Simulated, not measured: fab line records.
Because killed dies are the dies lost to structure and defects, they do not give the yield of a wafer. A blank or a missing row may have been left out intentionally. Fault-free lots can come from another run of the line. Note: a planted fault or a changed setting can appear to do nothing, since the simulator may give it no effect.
Problem report, 8D (eight disciplines) form, completed by code -- flow gf180mcu -- the parts of the form that need people (team, actions taken, sign-off) are left out

1. WHAT WENT WRONG
At GF_POLY_GATE_ETCH_13, rf_fwd_power_W averages 333.1 W over 6 wafers from 2 lots, while fault-free wafers read 397.0 W, standard deviation 1.6. Measured from the usual mean, that is -40 standard deviations.
The step: etches poly-Si in HBr/Cl2, stops on SiO2, target depth 198.5 nm, time 69.6 s.
Seen first at day 15 04:39 on rie_si-02, wafer L518.2. At this step, 42 wafers from 14 lots have a number in the record. By rule, "out" or "out of limits" means more than 4 standard deviations away from the usual mean. The rest of the wafers with a number are treated as sound.

2. WHAT THIS IS AND IS NOT
question,is,is not
which readings at this step,"rf_fwd_power_W, oes_product_au","drypump_motor_current_A, he_backside_leak_sccm"
which lots,"L518, L519","L499, L500, L501, L502, L503, L504, L506, L507, L508, L510, L517, L521"
which wafers of those lots,all that have a number,-
read on which tools,rie_si-02,rie_si-01
when,from day 15 04:39,"up to then (30 sound wafers); but 6 sound wafers of L517, L521 came after"

3. SUSPECTS, AND WHAT RULES EACH OUT
Counting: any tool at a process step up to the reading is kept as a suspect provided that every lot that is out went through it and no sound lot did after the first of them.
- rie_si-02 at GF_POLY_GATE_ETCH_13 (etches poly-Si in HBr/Cl2, stops on SiO2, target depth 198.5 nm, time 69.6 s): kept. It processed each lot that is out, first L518 at day 15 04:39, and no sound lot thereafter; up to then, the last sound lot it processed was L510 at day 12 20:00. Out on those wafers are its own readings of oes_product_au, rf_fwd_power_W.
Left after counting: rie_si-02 at GF_POLY_GATE_ETCH_13.

4. THE CAUSE (what the simulator had put in)
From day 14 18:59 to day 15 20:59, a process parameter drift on rie_si-02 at GF_POLY_GATE_ETCH_13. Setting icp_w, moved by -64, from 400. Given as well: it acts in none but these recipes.
Only this tool survived the counting.

5. THE EFFECT CHAIN, in route order
One row per reading whose mean, taken over the struck wafers that have a number, lies over 3 standard deviations from the usual. Readings are gone through only where the record gives a usual standard deviation; hours: the median, over the lots, of the time from a lot's start at the first step in this table giving one to that lot's start at this step; sigmas: the change measured in usual standard deviations.
hours,step,reading,usual,on struck wafers,change,sigmas
0,GF_POLY_GATE_ETCH_13,oes_product_au,0.990 a.u.,0.933,-0.057,-7.1
0,GF_POLY_GATE_ETCH_13,rf_fwd_power_W,397.0 W,333.1,-63.9,-40
Process steps it contains:
- GF_POLY_GATE_ETCH_13: etches poly-Si in HBr/Cl2, stops on SiO2, target depth 198.5 nm, time 69.6 s.
Later steps that measure or inspect, where all struck wafers having a row at the step show a number for every such reading and not one has moved that far: GF_HV_LDD_CD_MEAS_07.

6. WHAT WOULD HAVE CAUGHT IT SOONER
In this record no reading fell out of limits until day 15 04:39, 10 hours after the fault had begun at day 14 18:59.
